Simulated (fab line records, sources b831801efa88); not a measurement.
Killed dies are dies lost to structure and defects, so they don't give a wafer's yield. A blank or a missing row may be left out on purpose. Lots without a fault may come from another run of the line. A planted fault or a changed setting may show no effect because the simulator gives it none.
fab line records | flow gf180mcu
record lots=14 wafers=42 last_day=34
route steps=602 shown HV_LDD@192 M3@410 V3@431
lots that met no fault: from a run of the same line without faults
start_h: hours from the record's first day to the start of the lot's first wafer shown | wait_h: hours since the lot's step before | " the same as in the row above | L1.1+2: a row that stands for several wafers | - no value, or no start given | * or withheld: withheld | < > ~ a bound
route shown NAME@n: a module of which the file shows steps, and the number in the route of the first | usual: mean/standard deviation of fault-free wafers | same: alike in all rows | chamber/n: place in a boat | sites: the reading at each site | _std_site: their standard deviation | _edge_site: outer sites' mean less inner sites' | radius_mm: how far each site lies from the wafer's centre | mask NAME#n: copy n | behind: the tool/chamber that last shaped the wafer | hold: why the lot was held/for how many hours/how that ended | device: the transistor (n, p or np) that didn't switch | end of line: the same wafers' tests at the end of the route | a step without rows: its recipe alone | killed: dies lost to structure and defects at the first sort, not the wafer's yield | map: a wafer's dies, x killed, . not, _ none there
set.NAME: the setting as run; set.NAME@STEP: as run at that earlier step | model.NAME: the simulator's own value behind a step, which no gauge read
steps of the route over a sample of lots; a table a step, a row a wafer
services: from which hour (start_h, from the record's first day; less than 0 if before it) a tool's chamber was out of use, for how many hours, and why
## steps
# step GF_HV_LDD_EXPOSE_16
# recipe mask_id=Pplus_LV_AREA target_cd_nm=400 na=0.6 source_shape=conventional sigma_outer=0.6 dose_mj=140
# usual exposure_dose_mJ_cm2=139.99/0.13 focus_offset_nm=0.0/0.5
# columns lot.wafer tool chamber start_h wait_h mask exposure_dose_mJ_cm2 focus_offset_nm
L282.1 iline_stepper-01 0 230.54 - Pplus_LV_AREA#0 139.76 -0.9
L282.4 " 0 " " Pplus_LV_AREA#0 139.95 -0.5
L282.6 " 0 " " Pplus_LV_AREA#0 139.88 0.2
L283.1 iline_stepper-01 0 234.91 - Pplus_LV_AREA#0 139.79 0.7
L283.2 " 0 " " Pplus_LV_AREA#0 139.99 0.0
L283.3 " 0 " " Pplus_LV_AREA#0 139.85 -0.3
L284.2 iline_stepper-02 0 247.82 - Pplus_LV_AREA#0 139.92 0.1
L284.3 " 0 " " Pplus_LV_AREA#0 140.02 -0.1
L284.5 " 0 " " Pplus_LV_AREA#0 140.20 -0.2
L285.2 iline_stepper-02 0 262.27 - Pplus_LV_AREA#0 140.18 -0.3
L285.4 " 0 " " Pplus_LV_AREA#0 140.37 -0.4
L285.5 " 0 " " Pplus_LV_AREA#0 139.97 -0.4
L286.1 iline_stepper-02 0 268.68 - Pplus_LV_AREA#0 140.12 -0.3
L286.2 " 0 " " Pplus_LV_AREA#0 140.05 1.2
L286.3 " 0 " " Pplus_LV_AREA#0 139.96 0.3
L287.2 iline_stepper-01 0 280.86 - Pplus_LV_AREA#0 140.05 -0.1
L287.3 " 0 " " Pplus_LV_AREA#0 140.03 0.0
L287.4 " 0 " " Pplus_LV_AREA#0 140.05 0.2
L289.3 iline_stepper-01 0 285.44 - Pplus_LV_AREA#0 140.28 0.0
L289.5 " 0 " " Pplus_LV_AREA#0 139.92 0.0
L289.6 " 0 " " Pplus_LV_AREA#0 140.14 0.4
L288.1 iline_stepper-01 0 287.75 - Pplus_LV_AREA#0 139.98 0.3
L288.4 " 0 " " Pplus_LV_AREA#0 140.07 -0.8
L288.5 " 0 " " Pplus_LV_AREA#0 139.84 -0.7
L290.1 iline_stepper-02 0 296.20 - Pplus_LV_AREA#0 140.09 0.3
L290.3 " 0 " " Pplus_LV_AREA#0 140.00 -0.5
L290.5 " 0 " " Pplus_LV_AREA#0 139.97 0.3
L293.3 iline_stepper-01 - 318.78 - Pplus_LV_AREA#0 - -
L293.4 " - " " Pplus_LV_AREA#0 - -
L293.6 " - " " Pplus_LV_AREA#0 - -
L294.2 iline_stepper-01 - 321.42 - Pplus_LV_AREA#0 - -
L294.3 " - " " Pplus_LV_AREA#0 - -
L294.6 " - " " Pplus_LV_AREA#0 - -
L302.2 iline_stepper-01 0 382.54 - Pplus_LV_AREA#0 139.93 0.5
L302.4 " 0 " " Pplus_LV_AREA#0 140.23 -0.4
L302.5 " 0 " " Pplus_LV_AREA#0 140.02 -0.2
L303.3 iline_stepper-02 0 388.22 - Pplus_LV_AREA#0 139.91 0.3
L303.4 " 0 " " Pplus_LV_AREA#0 139.80 0.6
L303.6 " 0 " " Pplus_LV_AREA#0 139.80 0.0
L304.1 iline_stepper-01 0 406.65 - Pplus_LV_AREA#0 140.08 -0.5
L304.2 " 0 " " Pplus_LV_AREA#0 139.89 -0.4
L304.5 " 0 " " Pplus_LV_AREA#0 140.02 -0.8
# step GF_M3_SPUTTER_01
# recipe material=TiN target_thk_nm=30 power_w=6500 time_s=25 chamber_pressure_pa=0.4
# usual throttle_valve_pct=30.3/0.95
# columns lot.wafer tool chamber start_h wait_h throttle_valve_pct
L282.1 pvd_sputter-04 - 473.75 0.1 29.4
L282.4 " - " " 29.5
L282.6 " - " " 30.2
L283.1 pvd_sputter-04 - 479.56 0.1 30.4
L283.2 " - " " 30.9
L283.3 " - " " 29.3
L284.2 pvd_sputter-02 - 495.88 0.1 32.2
L284.3 " - " " 29.6
L284.5 " - " " 32.3
L285.2 pvd_sputter-03 - 512.73 0.1 29.9
L285.4 " - " " 31.6
L285.5 " - " " 31.5
L286.1 pvd_sputter-03 - 522.79 0.1 29.1
L286.2 " - " " 29.2
L286.3 " - " " 29.9
L287.2 pvd_sputter-04 - 536.81 0.1 29.5
L287.3 " - " " 29.7
L287.4 " - " " 31.1
L289.3 pvd_sputter-02 - 540.26 0.1 30.6
L289.5 " - " " 30.5
L289.6 " - " " 29.8
L288.1 pvd_sputter-04 - 544.95 0.1 29.3
L288.4 " - " " 30.3
L288.5 " - " " 31.1
L290.1 pvd_sputter-04 - 552.35 0.1 29.7
L290.3 " - " " 29.5
L290.5 " - " " 29.7
L302.2 pvd_sputter-02 - 640.73 0.1 32.2
L302.4 " - " " 30.8
L302.5 " - " " 32.1
L303.3 pvd_sputter-04 - 644.96 0.1 29.4
L303.4 " - " " 30.3
L303.6 " - " " 29.5
L304.1 pvd_sputter-02 - 661.16 0.1 30.4
L304.2 " - " " 30.8
L304.5 " - " " 29.6
# step GF_V3_CVD_02
# recipe material=SiO2 target_thk_nm=850 precursor=TEOS temp_c=400 time_s=94.851 rf_w=600
# usual heater_power_w=649/100 rf_fwd_power_W=596.5/2.1
# columns lot.wafer tool chamber start_h wait_h heater_power_w rf_fwd_power_W
L282.1 pecvd-03 2 499.71 0.1 507 595.5
L282.4 " 1 " " 580 590.9
L282.6 " 2 " " 526 598.0
L283.1 pecvd-02 2 505.30 0.1 703 597.1
L283.2 " 1 " " 755 596.5
L283.3 " 0 " " 686 596.7
L284.2 pecvd-04 1 521.16 0.0 816 596.3
L284.3 " 2 " " 531 596.0
L284.5 " 2 " " 561 598.4
L285.2 pecvd-02 2 537.30 0.0 602 597.2
L285.4 " 1 " " 613 597.3
L285.5 " 0 " " 642 593.5
L286.1 pecvd-03 2 547.49 0.1 548 597.5
L286.2 " 0 " " 680 592.9
L286.3 " 1 " " 590 598.4
L287.2 pecvd-04 0 561.14 0.0 540 595.9
L287.3 " 2 " " 493 593.8
L287.4 " 1 " " 668 594.0
L289.3 pecvd-02 1 564.15 0.0 620 597.2
L289.5 " 1 " " 698 597.0
L289.6 " 2 " " 584 597.3
L288.1 pecvd-04 2 568.53 0.1 478 595.9
L288.4 " 0 " " 614 595.4
L288.5 " 2 " " 527 596.3
L290.1 pecvd-04 0 576.14 0.1 686 594.4
L290.3 " 1 " " 774 598.1
L290.5 " 0 " " 527 596.2
L302.2 pecvd-04 0 661.36 0.0 686 594.3
L302.4 " 1 " " 676 599.5
L302.5 " 0 " " 527 595.1
L303.3 pecvd-03 1 666.01 0.0 694 594.9
L303.4 " 1 " " 732 596.3
L303.6 " 2 " " 440 598.3
L304.1 pecvd-02 1 681.69 0.1 743 595.9
L304.2 " 0 " " 865 597.7
L304.5 " 1 " " 800 593.4
# step GF_V3_ETCH_16
# recipe chemistry=N2/H2 target_depth_a=withheld overetch_a=withheld time_s=withheld target=BARC ion_energy_ev=200 source_w=500 bias_w=100 pressure_mtorr=30 n2_flow_sccm=100 h2_flow_sccm=200
# usual drypump_motor_current_A=5.5/0.48 h2_flow_sccm=200.0/0.57 oes_product_au=0.855/0.0044 rf_fwd_power_W=495.6/1.7 throttle_valve_pct=13.224/0.0094
# columns lot.wafer tool chamber start_h wait_h drypump_motor_current_A h2_flow_sccm oes_product_au rf_fwd_power_W throttle_valve_pct
L282.1 rie_diel-04 1 524.78 0.0 6.2 199.8 0.857 495.1 13.240
L282.4 " 1 " " 6.3 200.2 0.855 492.6 13.212
L282.6 " 1 " " 6.2 199.9 0.857 494.6 13.214
L283.1 rie_diel-02 2 529.86 0.0 5.9 200.4 0.861 497.9 13.231
L283.2 " 3 " " 5.9 200.1 0.860 496.2 13.221
L283.3 " 0 " " 4.9 200.6 0.859 494.4 13.224
L284.2 rie_diel-01 2 545.36 0.0 5.9 199.1 0.858 496.0 13.227
L284.3 " 1 " " 4.7 199.4 0.857 497.6 13.212
L284.5 " 2 " " 5.8 200.0 0.860 495.7 13.225
L285.2 rie_diel-01 0 560.53 0.0 5.1 199.2 0.862 496.7 13.230
L285.4 " 1 " " 4.7 200.2 0.851 498.9 13.211
L285.5 " 0 " " 5.1 199.9 0.853 499.1 13.215
L286.1 rie_diel-01 0 570.28 0.0 5.1 199.8 0.855 497.5 13.227
L286.2 " 3 " " 6.1 200.4 0.855 495.8 13.222
L286.3 " 2 " " 5.9 200.1 0.848 495.0 13.245
L287.2 rie_diel-01 0 583.63 0.0 5.1 200.2 0.845 495.9 13.224
L287.3 " 2 " " 5.9 200.7 0.850 495.4 13.236
L287.4 " 0 " " 5.1 200.6 0.859 493.3 13.239
L289.3 rie_diel-01 0 586.68 0.0 5.1 200.5 0.852 495.8 13.219
L289.5 " 2 " " 5.8 199.9 0.861 498.7 13.235
L289.6 " 3 " " 6.1 199.0 0.862 495.5 13.224
L288.1 rie_diel-04 3 591.13 0.0 5.2 199.8 0.856 496.6 13.228
L288.4 " 3 " " 5.2 199.7 0.857 495.4 13.230
L288.5 " 2 " " 5.7 199.8 0.860 496.6 13.224
L290.1 rie_diel-02 1 598.11 0.0 5.6 199.7 0.857 495.6 13.233
L290.3 " 3 " " 5.8 199.8 0.850 496.9 13.221
L290.5 " 1 " " 5.6 199.5 0.855 494.7 13.226
L302.2 rie_diel-04 0 681.53 0.0 4.9 199.6 0.851 494.0 13.212
L302.4 " 2 " " 5.7 200.2 0.844 495.7 13.233
L302.5 " 2 " " 5.7 199.5 0.860 494.4 13.220
L303.3 rie_diel-02 0 686.51 0.0 4.9 200.9 0.857 493.0 13.216
L303.4 " 1 " " 5.6 200.0 0.856 492.2 13.221
L303.6 " 2 " " 5.9 199.7 0.861 494.4 13.221
L304.1 rie_diel-02 0 701.03 0.0 4.9 200.1 0.858 493.9 13.223
L304.2 " 2 " " 5.9 200.2 0.855 494.5 13.227
L304.5 " 1 " " 5.7 199.6 0.854 494.2 13.220
## services
# columns tool chamber start_h hours kind
pecvd-04 - 215.50 0.6 repair
pecvd-04 0 219.61 4.3 repair
iline_stepper-02 - 236.93 4.3 pm
iline_stepper-01 - 248.90 1.7 pm
pecvd-04 0 269.15 17.6 repair
iline_stepper-02 - 275.46 5.4 repair
rie_diel-01 1 291.44 11.4 repair
iline_stepper-02 - 340.47 1.7 pm
rie_diel-01 2 353.22 1.6 repair
pecvd-04 - 368.88 14.0 pm
rie_diel-01 0 378.11 6.2 repair
pecvd-04 - 382.88 2.8 pm
pecvd-04 - 398.04 2.2 repair
pvd_sputter-04 - 426.53 5.5 repair
iline_stepper-02 - 445.58 2.1 pm
iline_stepper-02 - 461.11 0.6 repair
iline_stepper-01 - 467.08 1.7 pm
rie_diel-01 0 480.10 12.4 repair
pecvd-04 0 486.66 10.9 repair
pvd_sputter-04 - 491.04 2.2 repair
pvd_sputter-04 - 617.91 5.6 repair
iline_stepper-01 - 623.70 2.5 repair
pvd_sputter-04 - 661.09 8.7 repair
iline_stepper-01 - 685.26 1.7 pm
## key
first_sign step=GF_HV_LDD_EXPOSE_16 reading=tool_record direction=missing
effect none on later readings
met_at GF_HV_LDD_EXPOSE_16
struck_lots L293,L294
later_rows_left_out L293.3,L293.4,L293.6,L294.2,L294.3,L294.6
sort_left_out L293.3,L293.4,L293.6,L294.2,L294.3,L294.6
tester_left_out L293,L294
not_acting_at GF_M3_SPUTTER_01,GF_V3_CVD_02,GF_V3_ETCH_16
onset_between 287.75 318.78
fault kind=skipped_step_whole tool=iline_stepper-01 chamber=- onset_h=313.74 steps=GF_HV_LDD_EXPOSE_16 scope=struck_lots_only
# tester_left_out: of these lots the tester's yield and bins aren't shown, on N5 and GAA mostly nor the transistor test; their killed dies are dies lost to structure and defects alone, not to doping, threshold or leakage, so they don't give the yield
# sort_left_out: the simulated sort isn't trusted on such a fault, so these wafers' sort isn't shown, and their yield isn't known
# later_rows_left_out: the simulator's readings of these wafers behind a module that went badly wrong aren't trusted and aren't shown, but for the sort
